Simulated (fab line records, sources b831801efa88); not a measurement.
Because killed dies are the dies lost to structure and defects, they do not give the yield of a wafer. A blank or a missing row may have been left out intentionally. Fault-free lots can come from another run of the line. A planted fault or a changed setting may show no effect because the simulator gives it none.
One fault through the eyes of 2 desks -- flow sfq line -- every desk sees just its own numbers, and what lay behind them comes last

== THE METROLOGY DESK ==
What the gauges read, lot by lot, whatever tool the lot ran on: means of the sampled wafers that have a number. Any lot whose mean is over 4 standard deviations away from the usual mean is out of limits and marked OUT; that distance is given in the brackets.
Columns: A = I3_BOW at SFQ_I3_BOW_MEAS_922, usual 2 um
lot,first seen here,A
L353,day 37 22:24,3
L354,day 39 19:08,7
L358,day 40 07:07,0
L359,day 40 13:07,1
L361,day 41 01:05,5
L366,day 47 15:20,16
L367,day 47 18:21,7
L368,day 47 21:22,13
L370,day 48 01:05,-15
L371,day 48 03:20,-2
L372,day 54 19:33,6
L373,day 54 21:49,3
L374,day 55 01:33,-1
L375,day 55 15:47,9
L376,day 56 02:49,-9
Result from this desk: across the 15 lots, nothing is out of limits.

== THE TOOL OWNER'S DESK: cmp-01 ==
The tool's own readings at SFQ_TRILAYER_I0_CMP_CMP_028 (polishes SiO2): means of the sampled wafers that have a number, for each lot that ran on this tool. Any lot whose mean is over 4 standard deviations away from the usual mean is out of limits and marked OUT; that distance is given in the brackets.
Columns: A = motor current A at SFQ_TRILAYER_I0_CMP_CMP_028, usual 10.2 A; B = platen rpm at SFQ_TRILAYER_I0_CMP_CMP_028, usual 60.00 rpm; C = time to endpoint s at SFQ_TRILAYER_I0_CMP_CMP_028, usual 214 s
lot,first seen here,A,B,C
L353,day 12 08:43,11.6,59.99,216
L354,day 12 20:48,11.4,59.98,214
L358,day 14 08:04,11.6,61.98 (+47) OUT,218
L359,day 14 13:34,10.5,62.00 (+48) OUT,207
L361,day 15 01:16,11.4,64.00 (+95) OUT,202
L368,day 18 00:40,10.5,60.00,217
L370,day 18 20:58,10.6,60.01,220
L371,day 19 04:53,11.6,59.98,214
L372,day 19 22:34,11.1,60.01,225
This desk's verdict: out of limits on L358, L359, L361, starting with L358 at day 14 08:04 (platen rpm at SFQ_TRILAYER_I0_CMP_CMP_028). Within limits: L353, L354, L368, L370, L371, L372.

== BROUGHT TOGETHER ==
At day 14 08:04, on L358, L359, L361, the tool owner's desk was in a position to raise an alarm.
Metrology desk: nothing out of limits seen.
The metrology desk holds a record of L358, L359, L361, inside its limits.
On cmp-01, each named lot ran SFQ_TRILAYER_I0_CMP_CMP_028.

== WHAT THE SIMULATOR PUT IN ==
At SFQ_TRILAYER_I0_CMP_CMP_028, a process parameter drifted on cmp-01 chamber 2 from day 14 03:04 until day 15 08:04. The setting platen rpm was moved by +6, starting from 60. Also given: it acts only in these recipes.
Struck lots among those shown: L358, L359, L361.
Each desk's first reading out of limits, in hours after the fault started: the tool owner's desk, 5.
